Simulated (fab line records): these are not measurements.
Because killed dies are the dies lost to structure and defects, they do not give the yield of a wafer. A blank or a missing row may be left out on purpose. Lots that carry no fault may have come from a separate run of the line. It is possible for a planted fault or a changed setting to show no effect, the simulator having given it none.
Which tool did it? | flow gf180mcu | 14 lots with 42 wafers sampled at 4 steps, on a route of 602 steps

== WHAT THE GAUGES READ, wafer by wafer ==
GF_VT_IMPLANT_OVL_MEAS_18. Usual: VT_IMPLANT_01_OVL typically reads -0.3 nm, with standard deviation 0.95.
lot  | measured     | on         | VT_IMPLANT_01_OVL (nm) | flag
L497 | day 6 18:50  | overlay-01 | -0.4 -1.8 -0.4         |
L498 | day 7 06:29  | overlay-01 | -0.9 -1.4 1.2          |
L501 | day 8 02:29  | overlay-02 | -0.2 0.1 1.2           |
L502 | day 8 04:20  | overlay-01 | -1.2 -0.4 -2.5         |
L503 | day 8 04:59  | overlay-01 | 0.2 -0.3 1.2           |
L504 | day 8 13:26  | overlay-01 | 0.7 0.7 2.1            |
L506 | day 9 06:47  | overlay-02 | 0.0 0.7 0.9            |
L507 | day 9 09:11  | overlay-01 | 0.6 0.6 -1.2           |
L508 | day 9 13:47  | overlay-01 | 0.0 -1.0 -1.0          |
L509 | day 9 17:14  | overlay-01 | -0.6 -1.5 -0.9         |
L511 | day 10 08:47 | overlay-01 | -1.5 -0.8 -1.8         |
L512 | day 10 12:32 | overlay-02 | -0.4 0.1 -0.5          |
L515 | day 11 07:26 | overlay-02 | 0.1 -1.7 -1.6          |
L519 | day 12 09:53 | overlay-01 | 1.8 0.0 0.2            |

GF_VT_IMPLANT_RS_MEAS_49: measurement is done with a four-point probe. Usual: MVPSD_RS typically reads 1168 ohm/sq, with standard deviation 3.
lot  | measured     | on            | MVPSD_RS (ohm/sq) | flag
L497 | day 8 04:18  | film_metro-04 | 1167 1169 1164    |
L498 | day 8 15:29  | film_metro-01 | 1166 1165 1171    |
L501 | day 9 14:08  | film_metro-04 | 1174 1175 1175    |
L502 | day 9 16:56  | film_metro-04 | 1166 1167 1168    |
L503 | day 9 17:50  | film_metro-03 | 1167 1168 1170    |
L504 | day 10 02:32 | film_metro-01 | 1166 1165 1163    |
L506 | day 10 19:17 | film_metro-01 | 1163 1167 1167    |
L507 | day 10 22:23 | film_metro-03 | 1167 1170 1163    |
L508 | day 11 01:00 | film_metro-04 | 1171 1170 1169    |
L509 | day 11 05:49 | film_metro-01 | 1169 1170 1171    |
L511 | day 11 22:26 | film_metro-03 | 1171 1171 1173    |
L512 | day 12 02:26 | film_metro-03 | 1167 1167 1165    |
L515 | day 12 22:19 | film_metro-01 | 1167 1165 1168    |
L519 | day 14 02:44 | film_metro-03 | 1166 1169 1170    |

== WHAT TOOL EACH LOT RAN ON (gives the tool, then ch and the chambers of the sampled wafers, and finally the start) ==
lot  | GF_VT_IMPLANT_STRIP_20               | GF_VT_IMPLANT_RTA_45
L497 | plasma_asher-02 ch 0,1, day 6 19:01  | rtp_anneal-01 ch 0, day 8 03:50
L498 | plasma_asher-02 ch 0,1, day 7 06:40  | rtp_anneal-02 ch 0, day 8 15:02
L501 | plasma_asher-03 ch 0,1, day 8 02:40  | rtp_anneal-02 ch 0, day 9 13:41
L502 | plasma_asher-04 ch 0,1, day 8 04:31  | rtp_anneal-02 ch 0, day 9 16:28
L503 | plasma_asher-02 ch 0,1, day 8 05:12  | rtp_anneal-01 ch 0, day 9 17:22
L504 | plasma_asher-02 ch 0,1, day 8 13:39  | rtp_anneal-02 ch 0, day 10 02:04
L506 | plasma_asher-02 ch 0,1, day 9 07:00  | rtp_anneal-02 ch 0, day 10 18:49
L507 | plasma_asher-03 ch 0,1, day 9 09:22  | rtp_anneal-02 ch 0, day 10 21:56
L508 | plasma_asher-03 ch 0,1, day 9 14:00  | rtp_anneal-02 ch 0, day 11 00:32
L509 | plasma_asher-02 ch 0,1, day 9 17:25  | rtp_anneal-01 ch 0, day 11 05:20
L511 | plasma_asher-04 ch 0,1, day 10 08:58 | rtp_anneal-01 ch 0, day 11 21:58
L512 | plasma_asher-02 ch 0,1, day 10 12:43 | rtp_anneal-02 ch 0, day 12 01:58
L515 | plasma_asher-02 ch 0,1, day 11 07:37 | rtp_anneal-02 ch 0, day 12 21:51
L519 | plasma_asher-03 ch 0,1, day 12 10:04 | rtp_anneal-01 ch 0, day 14 02:17
- GF_VT_IMPLANT_STRIP_20: strips in O2/N2.
- GF_VT_IMPLANT_RTA_45: time 30 s.

== WHAT THE TOOLS THEMSELVES READ (means of the sampled wafers that have a number; where no wafer has one, the mark that the record gives instead) ==
GF_VT_IMPLANT_STRIP_20. Usual: drypump_motor_current_A 6.0 A, standard deviation 0.48; heater_power_w 344 W, standard deviation 29; oes_product_au 0.716 a.u., standard deviation 0.0047; strip_time_to_endpoint_s 12.62 s, standard deviation 0.035.
lot  | tool            | drypump_motor_current_A (A) | heater_power_w (W) | oes_product_au (a.u.) | strip_time_to_endpoint_s (s) | flag
L497 | plasma_asher-02 | 5.6                         | 357                | 0.721                 | 12.60                        |
L498 | plasma_asher-02 | 5.6                         | 350                | 0.714                 | 12.62                        |
L501 | plasma_asher-03 | 6.6                         | 334                | 0.715                 | 12.64                        |
L502 | plasma_asher-04 | 5.7                         | 354                | 0.716                 | 12.61                        |
L503 | plasma_asher-02 | 5.7                         | 333                | 0.723                 | 12.60                        |
L504 | plasma_asher-02 | 5.6                         | 354                | 0.713                 | 12.68                        |
L506 | plasma_asher-02 | 5.6                         | 351                | 0.716                 | 12.65                        |
L507 | plasma_asher-03 | 6.7                         | 322                | 0.721                 | 12.60                        |
L508 | plasma_asher-03 | 6.6                         | 326                | 0.718                 | 12.62                        |
L509 | plasma_asher-02 | 5.7                         | 336                | 0.717                 | 12.65                        |
L511 | plasma_asher-04 | 6.1                         | 374                | 0.714                 | 12.59                        |
L512 | plasma_asher-02 | 5.6                         | 355                | 0.715                 | 12.59                        |
L515 | plasma_asher-02 | 5.7                         | 353                | 0.715                 | 12.63                        |
L519 | plasma_asher-03 | 6.6                         | 339                | 0.718                 | 12.65                        |

GF_VT_IMPLANT_RTA_45. Usual: lamp_power_pct 35.1 %, standard deviation 1.2; run_length_s 58.54 s, standard deviation 0.16; wafer_temp_C_max 1054.4, standard deviation 1.3.
lot  | tool          | lamp_power_pct (%) | run_length_s (s) | wafer_temp_C_max | flag
L497 | rtp_anneal-01 | 33.7               | 58.51            | 1053.3           |
L498 | rtp_anneal-02 | 36.2               | 58.62            | 1055.6           |
L501 | rtp_anneal-02 | 36.2               | 58.52            | 1055.6           |
L502 | rtp_anneal-02 | 36.2               | 58.62            | 1054.9           |
L503 | rtp_anneal-01 | 33.8               | 58.41            | 1053.4           |
L504 | rtp_anneal-02 | 36.2               | 58.66            | 1055.0           |
L506 | rtp_anneal-02 | 36.2               | 58.54            | 1055.2           |
L507 | rtp_anneal-02 | 36.2               | 58.68            | 1054.9           |
L508 | rtp_anneal-02 | 36.2               | 58.49            | 1055.7           |
L509 | rtp_anneal-01 | 33.7               | 58.45            | 1053.6           |
L511 | rtp_anneal-01 | 33.7               | 58.65            | 1053.6           |
L512 | rtp_anneal-02 | 36.2               | 56.57            | 1055.4           | OFF
L515 | rtp_anneal-02 | 36.2               | 56.69            | 1055.2           | OFF
L519 | rtp_anneal-01 | 33.8               | 58.48            | 1053.1           |

== THE ANSWER, worked out from the rows above alone ==
Rule: a lot counts as off when the mean over its wafers that have a number is more than 3 standard deviations away from the usual mean. Also off: a lot with no number at a reading for which 4 or more lots have one. Where the step has rows for the other lots, those lots are counted as sound. After the gauges, taken in route order, come the tools' own readings; for these a lot's mean is taken, as printed above. At the first step where some lot is off, the reading lying furthest off is the one used; lots without a number count as furthest.
Off at GF_VT_IMPLANT_RTA_45 (run_length_s): L512, L515.
If a tool, at that step or one of the process steps before it, ran each lot that is off and ran no sound lot following the first of them, it fits. 2 tools fit, plasma_asher-02 at GF_VT_IMPLANT_STRIP_20 and rtp_anneal-02 at GF_VT_IMPLANT_RTA_45, so this cannot tell which one it is.

== WHAT THE SIMULATOR HAD PUT IN ==
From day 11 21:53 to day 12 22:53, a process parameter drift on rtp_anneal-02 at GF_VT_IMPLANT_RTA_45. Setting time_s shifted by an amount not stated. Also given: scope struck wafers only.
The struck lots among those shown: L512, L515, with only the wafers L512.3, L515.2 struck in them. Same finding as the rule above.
